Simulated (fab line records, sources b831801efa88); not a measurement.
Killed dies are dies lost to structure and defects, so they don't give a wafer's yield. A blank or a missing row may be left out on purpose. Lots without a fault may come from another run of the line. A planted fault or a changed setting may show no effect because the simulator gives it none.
fab line records | flow sky130
record lots=5 wafers=15 last_day=49
route steps=708 shown VT_ADJUST_HVTP@95 VT_ADJUST_LVTN@97 VT_ADJUST_NCORE@119 VT_ADJUST_HVTR@131
lots that met no fault: from a run of the same line without faults
start_h: hours from the record's first day to the start of the lot's first wafer shown | wait_h: hours since the lot's step before | " the same as in the row above | L1.1+2: a row that stands for several wafers | - no value, or no start given | * or withheld: withheld | < > ~ a bound
route shown NAME@n: a module of which the file shows steps, and the number in the route of the first | usual: mean/standard deviation of fault-free wafers | same: alike in all rows | chamber/n: place in a boat | sites: the reading at each site | _std_site: their standard deviation | _edge_site: outer sites' mean less inner sites' | radius_mm: how far each site lies from the wafer's centre | mask NAME#n: copy n | behind: the tool/chamber that last shaped the wafer | hold: why the lot was held/for how many hours/how that ended | device: the transistor (n, p or np) that didn't switch | end of line: the same wafers' tests at the end of the route | a step without rows: its recipe alone | killed: dies lost to structure and defects at the first sort, not the wafer's yield | map: a wafer's dies, x killed, . not, _ none there
set.NAME: the setting as run; set.NAME@STEP: as run at that earlier step | model.NAME: the simulator's own value behind a step, which no gauge read
lots at some steps of the route; a table a step, a row a wafer
services: from which hour (start_h, from the record's first day; less than 0 if before it) a tool's chamber was out of use, for how many hours, and why
## steps
# step SKY_VT_ADJUST_HVTP_STRIP_10
# recipe chemistry=O2/N2 power_w=1400 pressure_mtorr=1500 platen_temp_c=withheld o2_flow_sccm=3000 n2_flow_sccm=300 overash_fraction=0.5
# usual chamber_pressure_mTorr=1500.1/1.2 drypump_motor_current_A=5.8/0.61 o2_flow_sccm=2998/9 oes_product_au=0.715/0.0044 strip_time_to_endpoint_s=14.17/0.046
# columns lot.wafer tool chamber start_h wait_h chamber_pressure_mTorr drypump_motor_current_A o2_flow_sccm oes_product_au rf_hours_counter_h strip_time_to_endpoint_s
L075.1 plasma_asher-02 1 147.17 0.1 1499.8 5.7 3015 0.712 3 14.10
L075.5 " 1 " " 1500.0 5.7 2989 0.727 - 14.12
L075.6 " 0 " " 1501.0 6.7 2995 0.714 - 14.09
L078.1 plasma_asher-01 1 163.63 0.1 1499.8 4.9 2997 0.708 54 14.14
L078.3 " 1 " " 1498.7 4.9 3003 0.721 - 14.17
L078.4 " 0 " " 1500.3 5.8 2987 0.714 - 14.15
L082.3 plasma_asher-02 1 181.60 0.1 1501.6 5.7 3001 0.719 - 14.09
L082.5 " 0 " " 1501.1 6.7 3010 0.707 - 14.09
L082.6 " 1 " " 1501.9 5.7 3002 0.716 - 14.11
L083.1 plasma_asher-02 0 187.15 0.1 1500.7 6.7 2987 0.718 7 14.15
L083.3 " 1 " " 1499.4 5.7 2993 0.721 - 14.22
L083.6 " 0 " " 1503.1 6.7 2987 0.714 - 14.15
L092.3 plasma_asher-02 1 239.36 0.1 1501.5 5.7 3001 0.716 - 14.20
L092.5 " 0 " " 1500.9 6.6 3013 0.725 - 14.29
L092.6 " 1 " " 1498.3 5.7 2995 0.712 - 14.18
# step SKY_VT_ADJUST_HVTP_TW_MEAS_11
# usual VT_ADJUST_HVTP_TW=1340/6.2
# columns lot.wafer tool chamber start_h wait_h VT_ADJUST_HVTP_TW
L075.1 film_metro-02 - 147.27 0.1 1341
L075.5 " - " " 1341
L075.6 " - " " 1340
L078.1 film_metro-02 - 163.73 0.1 1333
L078.3 " - " " 1336
L078.4 " - " " 1335
L082.3 film_metro-02 - 181.69 0.1 1333
L082.5 " - " " 1333
L082.6 " - " " 1338
L083.1 film_metro-03 - 187.25 0.1 1348
L083.3 " - " " 1340
L083.6 " - " " 1343
L092.3 film_metro-03 - 239.45 0.1 1342
L092.5 " - " " 1348
L092.6 " - " " 1349
# step SKY_VT_ADJUST_LVTN_DEHYDRATE_00
# recipe temp_c=200 time_s=60
# columns lot.wafer tool chamber start_h wait_h
L075.1+5+6 litho_track-03 0 156.49 9.2
L078.1+3+4 litho_track-02 0 172.96 9.2
L082.3+5+6 litho_track-02 0 191.56 9.9
L083.1+3+6 litho_track-04 0 197.81 10.5
L092.3+5+6 litho_track-03 0 250.04 10.6
# step SKY_VT_ADJUST_LVTN_HMDS_01
# recipe prime_time_s=60 prime_temp_c=120
# columns lot.wafer tool chamber start_h wait_h
L075.1+5+6 litho_track-03 0 156.64 0.1
L078.1+3+4 litho_track-02 0 173.11 0.1
L082.3+5+6 litho_track-02 0 191.71 0.1
L083.1+3+6 litho_track-04 0 197.96 0.1
L092.3+5+6 litho_track-03 0 250.19 0.1
# step SKY_VT_ADJUST_LVTN_COAT_02
# recipe spin_rpm=2000 resist_thk_nm=3000
# columns lot.wafer tool chamber start_h wait_h
L075.1+5+6 litho_track-03 0 156.79 0.1
L078.1+3+4 litho_track-02 0 173.26 0.1
L082.3+5+6 litho_track-02 0 191.86 0.1
L083.1+3+6 litho_track-04 0 198.11 0.1
L092.3+5+6 litho_track-03 0 250.34 0.1
# step SKY_VT_ADJUST_LVTN_SOFTBAKE_03
# recipe temp_c=110 time_s=withheld
# columns lot.wafer tool chamber start_h wait_h
L075.1+5+6 litho_track-03 0 156.94 0.1
L078.1+3+4 litho_track-02 0 173.41 0.1
L082.3+5+6 litho_track-02 0 192.03 0.1
L083.1+3+6 litho_track-04 0 198.26 0.1
L092.3+5+6 litho_track-03 0 250.51 0.1
# step SKY_VT_ADJUST_LVTN_EXPOSE_04
# recipe mask_id=NWM_COMPLEMENT_LESS_NATIVE na=0.6 source_shape=conventional sigma_outer=0.6 polarization=unpolarized target_cd_nm=840 dose_mj=194
# columns lot.wafer tool chamber start_h wait_h mask
L075.1+5+6 iline_stepper-01 0 - - NWM_COMPLEMENT_LESS_NATIVE#0
L078.1+3+4 iline_stepper-01 0 - - NWM_COMPLEMENT_LESS_NATIVE#0
L082.3+5+6 iline_stepper-02 0 - - NWM_COMPLEMENT_LESS_NATIVE#0
L083.1+3+6 iline_stepper-02 0 - - NWM_COMPLEMENT_LESS_NATIVE#0
L092.3+5+6 iline_stepper-02 0 - - NWM_COMPLEMENT_LESS_NATIVE#0
# step SKY_VT_ADJUST_LVTN_PEB_05
# recipe temp_c=115 time_s=withheld
# columns lot.wafer tool chamber start_h wait_h
L075.1+5+6 litho_track-04 0 - -
L078.1+3+4 litho_track-02 0 - -
L082.3+5+6 litho_track-04 0 - -
L083.1+3+6 litho_track-03 0 - -
L092.3+5+6 litho_track-02 0 - -
# step SKY_VT_ADJUST_LVTN_DEVELOP_06
# recipe wall_angle_deg=90 developer=TMAH develop_time_s=60 dev_temp_c=23
# columns lot.wafer tool chamber start_h wait_h
L075.1+5+6 litho_track-04 0 - -
L078.1+3+4 litho_track-02 0 - -
L082.3+5+6 litho_track-04 0 - -
L083.1+3+6 litho_track-03 0 - -
L092.3+5+6 litho_track-02 0 - -
# step SKY_VT_ADJUST_LVTN_OVL_MEAS_07
# usual VT_ADJUST_LVTN_OVL=0.4/1
# columns lot.wafer tool chamber start_h wait_h VT_ADJUST_LVTN_OVL[nm]
L075.1 overlay-02 - 166.81 - 0.7
L075.5 " - " " -0.4
L075.6 " - " " -1.8
L078.1 overlay-02 - 183.11 - 0.0
L078.3 " - " " 0.3
L078.4 " - " " -0.6
L082.3 overlay-02 - 203.03 - 0.2
L082.5 " - " " 1.5
L082.6 " - " " 0.2
L083.1 overlay-01 - 210.14 - -0.3
L083.3 " - " " 0.5
L083.6 " - " " 1.2
L092.3 overlay-01 - 262.57 - -0.8
L092.5 " - " " -0.3
L092.6 " - " " 1.1
# step SKY_VT_ADJUST_LVTN_IMPLANT_08
# recipe species=B energy_kev=30 dose_cm2=1.57e+12 tilt_deg=withheld
# columns lot.wafer tool chamber start_h wait_h
L075.1+5+6 implanter-01 0 166.85 0.0
L078.1+3+4 implanter-03 0 183.14 0.0
L082.3+5+6 implanter-03 0 203.10 0.1
L083.1+3+6 implanter-02 0 210.18 0.0
L092.3+5+6 implanter-02 0 262.64 0.1
# step SKY_VT_ADJUST_LVTN_STRIP_09
# recipe chemistry=O2/N2 power_w=1400 pressure_mtorr=1500 platen_temp_c=withheld o2_flow_sccm=3000 n2_flow_sccm=300 overash_fraction=0.5
# usual chamber_pressure_mTorr=1500.1/1.3 drypump_motor_current_A=5.9/0.5 o2_flow_sccm=2999/8.8 oes_product_au=0.723/0.005 strip_time_to_endpoint_s=36.91/0.094
# columns lot.wafer tool chamber start_h wait_h chamber_pressure_mTorr drypump_motor_current_A o2_flow_sccm oes_product_au rf_hours_counter_h strip_time_to_endpoint_s
L075.1 plasma_asher-03 1 167.00 0.1 1501.9 5.6 2997 0.719 47 36.77
L075.5 " 1 " " 1499.1 5.6 3002 0.723 - 36.80
L075.6 " 0 " " 1501.7 6.2 3009 0.719 - 36.66
L078.1 plasma_asher-02 1 183.29 0.1 1499.8 5.7 2992 0.723 6 36.89
L078.3 " 0 " " 1497.7 6.7 2992 0.718 - 37.00
L078.4 " 1 " " 1500.5 5.7 2985 0.725 - 37.03
L082.3 plasma_asher-03 0 203.23 0.1 1498.3 6.2 2995 0.728 - 36.92
L082.5 " 0 " " 1501.0 6.2 3016 0.731 - 36.94
L082.6 " 1 " " 1498.0 5.5 2989 0.717 - 36.97
L083.1 plasma_asher-02 1 210.33 0.1 1500.1 5.7 3004 0.726 9 36.94
L083.3 " 1 " " 1500.8 5.7 2997 0.711 - 36.91
L083.6 " 1 " " 1499.5 5.7 3001 0.717 - 36.95
L092.3 plasma_asher-03 0 262.78 0.1 1498.4 6.2 2973 0.724 - 36.99
L092.5 " 0 " " 1500.6 6.2 2997 0.722 - 37.06
L092.6 " 1 " " 1500.7 5.6 2994 0.726 - 37.08
# step SKY_VT_ADJUST_LVTN_TW_MEAS_10
# usual VT_ADJUST_LVTN_TW=238/3.4
# columns lot.wafer tool chamber start_h wait_h VT_ADJUST_LVTN_TW
L075.1 film_metro-04 - 167.10 0.1 235
L075.5 " - " " 235
L075.6 " - " " 234
L078.1 film_metro-04 - 183.39 0.1 236
L078.3 " - " " 235
L078.4 " - " " 234
L082.3 film_metro-01 - 203.32 0.1 244
L082.5 " - " " 244
L082.6 " - " " 244
L083.1 film_metro-01 - 210.43 0.1 243
L083.3 " - " " 243
L083.6 " - " " 244
L092.3 film_metro-01 - 262.86 0.1 240
L092.5 " - " " 240
L092.6 " - " " 242
# step SKY_VT_ADJUST_LVTN_DEHYDRATE_11
# recipe temp_c=200 time_s=60
# columns lot.wafer tool chamber start_h wait_h
L075.1+5+6 litho_track-04 0 176.71 9.6
L078.1+3+4 litho_track-04 0 193.61 10.2
L082.3+5+6 litho_track-02 0 213.96 10.6
L083.1+3+6 litho_track-04 0 221.06 10.6
L092.3+5+6 litho_track-04 0 273.91 11.0
# step SKY_VT_ADJUST_LVTN_HMDS_12
# recipe prime_time_s=60 prime_temp_c=120
# columns lot.wafer tool chamber start_h wait_h
L075.1+5+6 litho_track-04 0 176.86 0.1
L078.1+3+4 litho_track-04 0 193.76 0.1
L082.3+5+6 litho_track-02 0 214.11 0.1
L083.1+3+6 litho_track-04 0 221.21 0.1
L092.3+5+6 litho_track-04 0 274.06 0.1
# step SKY_VT_ADJUST_LVTN_COAT_13
# recipe resist=NOVOLAK spin_rpm=3000 resist_thk_nm=1140
# columns lot.wafer tool chamber start_h wait_h
L075.1+5+6 litho_track-04 0 177.01 0.1
L078.1+3+4 litho_track-04 0 193.91 0.1
L082.3+5+6 litho_track-02 0 214.26 0.1
L083.1+3+6 litho_track-04 0 221.36 0.1
L092.3+5+6 litho_track-04 0 274.21 0.1
# step SKY_VT_ADJUST_LVTN_SOFTBAKE_14
# recipe temp_c=90 time_s=60 resist=NOVOLAK
# columns lot.wafer tool chamber start_h wait_h
L075.1+5+6 litho_track-04 0 177.16 0.1
L078.1+3+4 litho_track-04 0 194.06 0.1
L082.3+5+6 litho_track-02 0 214.41 0.1
L083.1+3+6 litho_track-04 0 221.51 0.1
L092.3+5+6 litho_track-04 0 274.36 0.1
# step SKY_VT_ADJUST_LVTN_EXPOSE_15
# recipe mask_id=HVN_STD_DERIVED na=0.6 source_shape=conventional sigma_outer=0.6 polarization=unpolarized target_cd_nm=600 dose_mj=163
# columns lot.wafer tool chamber start_h wait_h mask
L075.1+5+6 iline_stepper-01 0 - - HVN_STD_DERIVED#0
L078.1+3+4 iline_stepper-02 0 - - HVN_STD_DERIVED#0
L082.3+5+6 iline_stepper-02 0 - - HVN_STD_DERIVED#0
L083.1+3+6 iline_stepper-02 0 - - HVN_STD_DERIVED#0
L092.3+5+6 iline_stepper-02 0 - - HVN_STD_DERIVED#0
# step SKY_VT_ADJUST_LVTN_PEB_16
# recipe temp_c=withheld time_s=* resist=NOVOLAK
# columns lot.wafer tool chamber start_h wait_h
L075.1+5+6 litho_track-04 0 - -
L078.1+3+4 litho_track-04 0 - -
L082.3+5+6 litho_track-02 0 - -
L083.1+3+6 litho_track-04 0 - -
L092.3+5+6 litho_track-02 0 - -
# step SKY_VT_ADJUST_LVTN_DEVELOP_17
# recipe resist=NOVOLAK developer=TMAH develop_time_s=60 dev_temp_c=23
# columns lot.wafer tool chamber start_h wait_h
L075.1+5+6 litho_track-04 0 187.46 0.1
L078.1+3+4 litho_track-04 0 207.91 0.1
L082.3+5+6 litho_track-02 0 225.36 0.1
L083.1+3+6 litho_track-04 0 233.11 0.1
L092.3+5+6 litho_track-02 0 287.06 0.1
# step SKY_VT_ADJUST_LVTN_OVL_MEAS_18
# usual VT_ADJUST_LVTN_01_OVL=-0.3/1.6
# columns lot.wafer tool chamber start_h wait_h VT_ADJUST_LVTN_01_OVL[nm]
L075.1 overlay-02 - 187.61 0.1 -0.8
L075.5 " - " " 1.0
L075.6 " - " " -0.2
L078.1 overlay-02 - 208.06 0.1 -0.2
L078.3 " - " " -1.0
L078.4 " - " " -0.7
L082.3 overlay-02 - 225.47 0.1 -0.4
L082.5 " - " " 0.3
L082.6 " - " " -1.3
L083.1 overlay-02 - 233.26 0.1 -0.9
L083.3 " - " " -2.3
L083.6 " - " " -2.2
L092.3 overlay-01 - 287.17 0.1 -0.9
L092.5 " - " " -2.5
L092.6 " - " " -1.9
# step SKY_VT_ADJUST_LVTN_IMPLANT_19
# recipe species=B energy_kev=30 dose_cm2=6.5e+11 tilt_deg=withheld
# columns lot.wafer tool chamber start_h wait_h
L075.1+5+6 implanter-02 0 187.65 0.0
L078.1+3+4 implanter-02 0 208.10 0.0
L082.3+5+6 implanter-01 0 225.54 0.1
L083.1+3+6 implanter-01 0 233.30 0.0
L092.3+5+6 implanter-02 0 287.24 0.1
# step SKY_VT_ADJUST_LVTN_STRIP_20
# recipe chemistry=O2/N2 power_w=1400 pressure_mtorr=1500 platen_temp_c=withheld o2_flow_sccm=3000 n2_flow_sccm=300 overash_fraction=0.5
# usual chamber_pressure_mTorr=1500.1/1.4 drypump_motor_current_A=5.8/0.53 o2_flow_sccm=3000/9.3 oes_product_au=0.716/0.0049 strip_time_to_endpoint_s=14.18/0.038
# columns lot.wafer tool chamber start_h wait_h chamber_pressure_mTorr drypump_motor_current_A o2_flow_sccm oes_product_au rf_hours_counter_h strip_time_to_endpoint_s
L075.1 plasma_asher-03 0 187.80 0.1 1501.2 6.2 3003 0.712 49 14.18
L075.5 " 1 " " 1500.1 5.6 2996 0.722 - 14.18
L075.6 " 0 " " 1500.6 6.2 2996 0.723 - 14.15
L078.1 plasma_asher-01 1 208.25 0.1 1498.7 4.9 3001 0.706 58 14.22
L078.3 " 0 " " 1500.2 5.8 3013 0.711 - 14.17
L078.4 " 1 " " 1499.8 4.9 2994 0.717 - 14.16
L082.3 plasma_asher-01 1 225.68 0.1 1498.6 4.9 3010 0.719 - 14.22
L082.5 " 1 " " 1501.0 4.9 3008 0.724 - 14.17
L082.6 " 0 " " 1498.9 5.8 3008 0.716 - 14.14
L083.1 plasma_asher-01 1 233.45 0.1 1499.1 4.9 3003 0.718 61 14.16
L083.3 " 1 " " 1501.5 4.9 3002 0.716 - 14.24
L083.6 " 1 " " 1500.1 4.9 3011 0.724 - 14.21
L092.3 plasma_asher-01 0 287.38 0.1 1501.2 5.8 3016 0.712 - 14.18
L092.5 " 0 " " 1497.9 5.8 3007 0.723 - 14.19
L092.6 " 1 " " 1500.5 4.9 3000 0.710 - 14.18
# step SKY_VT_ADJUST_LVTN_TW_MEAS_21
# usual VT_ADJUST_LVTN_2_TW=185.7/2.2
# columns lot.wafer tool chamber start_h wait_h VT_ADJUST_LVTN_2_TW
L075.1 film_metro-01 - 187.90 0.1 188.3
L075.5 " - " " 189.3
L075.6 " - " " 188.5
L078.1 film_metro-01 - 208.35 0.1 189.0
L078.3 " - " " 189.0
L078.4 " - " " 189.3
L082.3 film_metro-04 - 225.76 0.1 183.1
L082.5 " - " " 183.9
L082.6 " - " " 183.7
L083.1 film_metro-02 - 233.55 0.1 186.4
L083.3 " - " " 185.9
L083.6 " - " " 186.1
L092.3 film_metro-04 - 287.46 0.1 182.2
L092.5 " - " " 183.4
L092.6 " - " " 182.8
# step SKY_VT_ADJUST_NCORE_DEHYDRATE_00
# recipe temp_c=200 time_s=60
# columns lot.wafer tool chamber start_h wait_h
L075.1+5+6 litho_track-01 0 198.37 10.5
L078.1+3+4 litho_track-01 0 218.32 10.0
L082.3+5+6 litho_track-02 0 236.31 10.5
L083.1+3+6 litho_track-04 0 244.21 10.7
L092.3+5+6 litho_track-01 0 299.67 12.2
# step SKY_VT_ADJUST_NCORE_HMDS_01
# recipe prime_time_s=60 prime_temp_c=120
# columns lot.wafer tool chamber start_h wait_h
L075.1+5+6 litho_track-01 0 198.52 0.1
L078.1+3+4 litho_track-01 0 218.47 0.1
L082.3+5+6 litho_track-02 0 236.46 0.1
L083.1+3+6 litho_track-04 0 244.36 0.1
L092.3+5+6 litho_track-01 0 299.82 0.1
# step SKY_VT_ADJUST_NCORE_COAT_02
# recipe resist=NOVOLAK spin_rpm=3000 resist_thk_nm=1140
# columns lot.wafer tool chamber start_h wait_h
L075.1+5+6 litho_track-01 0 198.67 0.1
L078.1+3+4 litho_track-01 0 218.62 0.1
L082.3+5+6 litho_track-02 0 236.61 0.1
L083.1+3+6 litho_track-04 0 244.51 0.1
L092.3+5+6 litho_track-01 0 299.97 0.1
# step SKY_VT_ADJUST_NCORE_SOFTBAKE_03
# recipe temp_c=90 time_s=60 resist=NOVOLAK
# columns lot.wafer tool chamber start_h wait_h
L075.1+5+6 litho_track-01 0 198.82 0.1
L078.1+3+4 litho_track-01 0 218.77 0.1
L082.3+5+6 litho_track-02 0 236.76 0.1
L083.1+3+6 litho_track-04 0 244.66 0.1
L092.3+5+6 litho_track-01 0 300.12 0.1
# step SKY_VT_ADJUST_NCORE_EXPOSE_04
# recipe mask_id=LVTN_COMPLEMENT_THIN na=0.6 source_shape=conventional sigma_outer=0.6 polarization=unpolarized target_cd_nm=380 dose_mj=139
# columns lot.wafer tool chamber start_h wait_h mask
L075.1+5+6 iline_stepper-02 0 - - LVTN_COMPLEMENT_THIN#0
L078.1+3+4 iline_stepper-01 0 - - LVTN_COMPLEMENT_THIN#0
L082.3+5+6 iline_stepper-02 0 - - LVTN_COMPLEMENT_THIN#0
L083.1+3+6 iline_stepper-02 0 - - LVTN_COMPLEMENT_THIN#0
L092.3+5+6 iline_stepper-02 0 - - LVTN_COMPLEMENT_THIN#0
# step SKY_VT_ADJUST_NCORE_PEB_05
# recipe temp_c=withheld time_s=* resist=NOVOLAK
# columns lot.wafer tool chamber start_h wait_h
L075.1+5+6 litho_track-02 0 - -
L078.1+3+4 litho_track-04 0 - -
L082.3+5+6 litho_track-01 0 - -
L083.1+3+6 litho_track-04 0 - -
L092.3+5+6 litho_track-02 0 - -
# step SKY_VT_ADJUST_NCORE_DEVELOP_06
# recipe resist=NOVOLAK developer=TMAH develop_time_s=60 dev_temp_c=23
# columns lot.wafer tool chamber start_h wait_h
L075.1+5+6 litho_track-02 0 210.16 0.1
L078.1+3+4 litho_track-04 0 230.21 0.1
L082.3+5+6 litho_track-01 0 247.97 0.1
L083.1+3+6 litho_track-04 0 256.06 0.1
L092.3+5+6 litho_track-02 0 312.86 0.1
# step SKY_VT_ADJUST_NCORE_CD_MEAS_07
# recipe target_cd_nm=380
# usual cd_nm=379.7/2.7
# columns lot.wafer tool chamber start_h wait_h cd_nm
L075.1 cd_sem-02 - 210.31 0.1 379.4
L075.5 " - " " 380.0
L075.6 " - " " 381.3
L078.1 cd_sem-01 - 230.36 0.1 380.6
L078.3 " - " " 381.7
L078.4 " - " " 382.8
L082.3 cd_sem-02 - 248.11 0.1 375.1
L082.5 " - " " 377.9
L082.6 " - " " 377.1
L083.1 cd_sem-02 - 256.21 0.1 384.5
L083.3 " - " " 382.9
L083.6 " - " " 380.3
L092.3 cd_sem-02 - 313.00 0.1 382.3
L092.5 " - " " 383.7
L092.6 " - " " 385.0
# step SKY_VT_ADJUST_NCORE_OVL_MEAS_08
# usual VT_ADJUST_NCORE_OVL=0.3/1.1
# columns lot.wafer tool chamber start_h wait_h VT_ADJUST_NCORE_OVL[nm]
L075.1 overlay-01 - 210.43 0.1 -0.1
L075.5 " - " " 1.9
L075.6 " - " " 0.3
L078.1 overlay-01 - 230.48 0.1 -0.5
L078.3 " - " " -0.9
L078.4 " - " " -0.4
L082.3 overlay-02 - 248.20 0.1 2.6
L082.5 " - " " 1.0
L082.6 " - " " 1.2
L083.1 overlay-02 - 256.33 0.1 1.2
L083.3 " - " " 2.3
L083.6 " - " " 0.6
L092.3 overlay-01 - 313.09 0.1 0.3
L092.5 " - " " -0.3
L092.6 " - " " -0.9
# step SKY_VT_ADJUST_NCORE_IMPLANT_09
# recipe species=B energy_kev=10 dose_cm2=2.4e+12 tilt_deg=withheld
# columns lot.wafer tool chamber start_h wait_h
L075.1+5+6 implanter-01 0 210.46 0.0
L078.1+3+4 implanter-04 0 230.52 0.0
L082.3+5+6 implanter-04 0 248.28 0.1
L083.1+3+6 implanter-01 0 256.37 0.0
L092.3+5+6 implanter-04 0 313.16 0.1
# step SKY_VT_ADJUST_NCORE_STRIP_10
# recipe chemistry=O2/N2 power_w=1400 pressure_mtorr=1500 platen_temp_c=withheld o2_flow_sccm=3000 n2_flow_sccm=300 overash_fraction=0.5
# usual chamber_pressure_mTorr=1500.0/1.4 drypump_motor_current_A=5.9/0.52 o2_flow_sccm=3000/9.5 oes_product_au=0.716/0.0046 strip_time_to_endpoint_s=14.19/0.042
# columns lot.wafer tool chamber start_h wait_h chamber_pressure_mTorr drypump_motor_current_A o2_flow_sccm oes_product_au rf_hours_counter_h strip_time_to_endpoint_s
L075.1 plasma_asher-03 1 210.61 0.1 1501.0 5.6 2994 0.711 51 14.23
L075.5 " 0 " " 1498.2 6.2 2973 0.712 - 14.21
L075.6 " 1 " " 1500.5 5.6 2993 0.712 - 14.16
L078.1 plasma_asher-03 1 230.67 0.1 1501.2 5.6 3011 0.719 53 14.24
L078.3 " 1 " " 1501.8 5.6 2992 0.715 - 14.23
L078.4 " 0 " " 1500.4 6.2 2999 0.722 - 14.21
L082.3 plasma_asher-03 1 248.41 0.1 1500.8 5.6 3006 0.717 - 14.12
L082.5 " 1 " " 1498.9 5.6 3013 0.725 - 14.15
L082.6 " 0 " " 1500.3 6.2 2996 0.720 - 14.11
L083.1 plasma_asher-02 0 256.52 0.1 1496.5 6.7 3002 0.721 14 14.24
L083.3 " 0 " " 1500.3 6.7 2994 0.719 - 14.21
L083.6 " 0 " " 1499.6 6.7 2996 0.716 - 14.24
L092.3 plasma_asher-04 1 313.30 0.1 1500.1 5.9 3005 0.721 - 14.19
L092.5 " 1 " " 1500.0 5.9 2994 0.713 - 14.22
L092.6 " 0 " " 1501.9 5.0 2979 0.716 - 14.16
# step SKY_VT_ADJUST_NCORE_TW_MEAS_11
# usual VT_ADJUST_NCORE_TW=216.0/1.6
# columns lot.wafer tool chamber start_h wait_h VT_ADJUST_NCORE_TW
L075.1 film_metro-03 - 210.71 0.1 216.6
L075.5 " - " " 217.2
L075.6 " - " " 217.0
L078.1 film_metro-03 - 230.77 0.1 214.9
L078.3 " - " " 215.9
L078.4 " - " " 216.8
L082.3 film_metro-04 - 248.50 0.1 214.7
L082.5 " - " " 214.2
L082.6 " - " " 213.7
L083.1 film_metro-02 - 256.62 0.1 217.5
L083.3 " - " " 218.6
L083.6 " - " " 218.3
L092.3 film_metro-04 - 313.38 0.1 211.1
L092.5 " - " " 212.8
L092.6 " - " " 212.4
# step SKY_VT_ADJUST_HVTR_DEHYDRATE_00
# recipe temp_c=200 time_s=60
# columns lot.wafer tool chamber start_h wait_h
L075.1+5+6 litho_track-03 0 221.14 10.4
L078.1+3+4 litho_track-01 0 241.12 10.3
L082.3+5+6 litho_track-03 0 259.59 11.1
L083.1+3+6 litho_track-02 0 267.61 11.0
L092.3+5+6 litho_track-01 0 326.02 12.6
# step SKY_VT_ADJUST_HVTR_HMDS_01
# recipe prime_time_s=60 prime_temp_c=120
# columns lot.wafer tool chamber start_h wait_h
L075.1+5+6 litho_track-03 0 221.29 0.1
L078.1+3+4 litho_track-01 0 241.27 0.1
L082.3+5+6 litho_track-03 0 259.74 0.1
L083.1+3+6 litho_track-02 0 267.76 0.1
L092.3+5+6 litho_track-01 0 326.17 0.1
# step SKY_VT_ADJUST_HVTR_COAT_02
# recipe resist=NOVOLAK spin_rpm=3000 resist_thk_nm=1140
# columns lot.wafer tool chamber start_h wait_h
L075.1+5+6 litho_track-03 0 221.44 0.1
L078.1+3+4 litho_track-01 0 241.42 0.1
L082.3+5+6 litho_track-03 0 259.89 0.1
L083.1+3+6 litho_track-02 0 267.91 0.1
L092.3+5+6 litho_track-01 0 326.32 0.1
# step SKY_VT_ADJUST_HVTR_SOFTBAKE_03
# recipe temp_c=90 time_s=60 resist=NOVOLAK
# columns lot.wafer tool chamber start_h wait_h
L075.1+5+6 litho_track-03 0 221.59 0.1
L078.1+3+4 litho_track-01 0 241.57 0.1
L082.3+5+6 litho_track-03 0 260.04 0.1
L083.1+3+6 litho_track-02 0 268.06 0.1
L092.3+5+6 litho_track-01 0 326.47 0.1
# step SKY_VT_ADJUST_HVTR_EXPOSE_04
# recipe mask_id=HVTRM target_cd_nm=380 na=0.6 source_shape=conventional sigma_outer=0.6 dose_mj=150
# columns lot.wafer tool chamber start_h wait_h mask
L075.1+5+6 iline_stepper-01 0 - - HVTRM#0
L078.1+3+4 iline_stepper-01 0 - - HVTRM#0
L082.3+5+6 iline_stepper-02 0 - - HVTRM#0
L083.1+3+6 iline_stepper-01 0 - - HVTRM#0
L092.3+5+6 iline_stepper-02 0 - - HVTRM#0
# step SKY_VT_ADJUST_HVTR_PEB_05
# recipe temp_c=withheld time_s=* resist=NOVOLAK
# columns lot.wafer tool chamber start_h wait_h
L075.1+5+6 litho_track-03 0 - -
L078.1+3+4 litho_track-02 0 - -
L082.3+5+6 litho_track-02 0 - -
L083.1+3+6 litho_track-02 0 - -
L092.3+5+6 litho_track-02 0 - -
# step SKY_VT_ADJUST_HVTR_DEVELOP_06
# recipe develop_time_s=60 dev_temp_c=23
# columns lot.wafer tool chamber start_h wait_h
L075.1+5+6 litho_track-03 0 233.14 0.1
L078.1+3+4 litho_track-02 0 252.71 0.1
L082.3+5+6 litho_track-02 0 272.11 0.1
L083.1+3+6 litho_track-02 0 279.91 0.1
L092.3+5+6 litho_track-02 0 339.31 0.1
# step SKY_VT_ADJUST_HVTR_CD_MEAS_07
# recipe target_cd_nm=380
# usual cd_nm=380.2/2.4
# columns lot.wafer tool chamber start_h wait_h cd_nm
L075.1 cd_sem-02 - 233.29 0.1 379.6
L075.5 " - " " 379.2
L075.6 " - " " 376.7
L078.1 cd_sem-02 - 252.86 0.1 382.4
L078.3 " - " " 381.4
L078.4 " - " " 384.5
L082.3 cd_sem-02 - 272.25 0.1 377.0
L082.5 " - " " 379.2
L082.6 " - " " 376.9
L083.1 cd_sem-02 - 280.06 0.1 380.4
L083.3 " - " " 380.2
L083.6 " - " " 377.0
L092.3 cd_sem-02 - 339.45 0.1 378.7
L092.5 " - " " 380.5
L092.6 " - " " 382.0
# step SKY_VT_ADJUST_HVTR_OVL_MEAS_08
# usual VT_ADJUST_HVTR_OVL=0.4/1.4
# columns lot.wafer tool chamber start_h wait_h VT_ADJUST_HVTR_OVL[nm]
L075.1 overlay-01 - 233.41 0.1 0.9
L075.5 " - " " -1.3
L075.6 " - " " -0.6
L078.1 overlay-02 - 252.98 0.1 0.7
L078.3 " - " " 0.5
L078.4 " - " " -0.3
L082.3 overlay-01 - 272.34 0.1 -0.7
L082.5 " - " " 0.7
L082.6 " - " " -0.8
L083.1 overlay-02 - 280.18 0.1 -0.8
L083.3 " - " " -0.8
L083.6 " - " " -1.4
L092.3 overlay-01 - 339.54 0.1 -1.6
L092.5 " - " " -2.0
L092.6 " - " " -2.1
# step SKY_VT_ADJUST_HVTR_IMPLANT_09
# recipe species=B energy_kev=10 dose_cm2=2.1e+12 tilt_deg=withheld
# columns lot.wafer tool chamber start_h wait_h
L075.1+5+6 implanter-03 0 233.45 0.0
L078.1+3+4 implanter-03 0 253.01 0.0
L082.3+5+6 implanter-03 0 272.41 0.1
L083.1+3+6 implanter-03 0 280.21 0.0
L092.3+5+6 implanter-03 0 339.61 0.1
## services
# columns tool chamber start_h hours kind
implanter-02 - 126.77 19.8 pm
iline_stepper-02 - 135.08 28.9 pm
implanter-03 - 161.21 2.1 pm
iline_stepper-02 - 163.97 1.7 pm
iline_stepper-01 - 165.64 2.1 pm
implanter-04 - 166.28 1.1 repair
implanter-02 - 182.18 3.9 repair
iline_stepper-01 - 191.31 12.7 repair
iline_stepper-02 - 194.00 3.9 repair
implanter-02 - 212.07 6.0 repair
implanter-02 - 223.88 3.5 pm
implanter-02 - 227.36 4.0 pm
iline_stepper-01 - 244.11 6.0 repair
plasma_asher-01 - 245.55 39.4 pm
iline_stepper-01 - 258.61 1.7 pm
iline_stepper-02 - 293.08 2.3 repair
plasma_asher-02 - 296.56 4.3 pm
plasma_asher-01 - 299.05 2.6 repair
iline_stepper-01 - 326.00 1.3 repair
implanter-01 - 327.04 2.0 repair
plasma_asher-02 - 333.61 3.1 repair
implanter-03 - 334.25 1.9 repair
implanter-02 - 337.65 1.8 repair
implanter-02 - 338.82 15.7 repair
## key
fault none
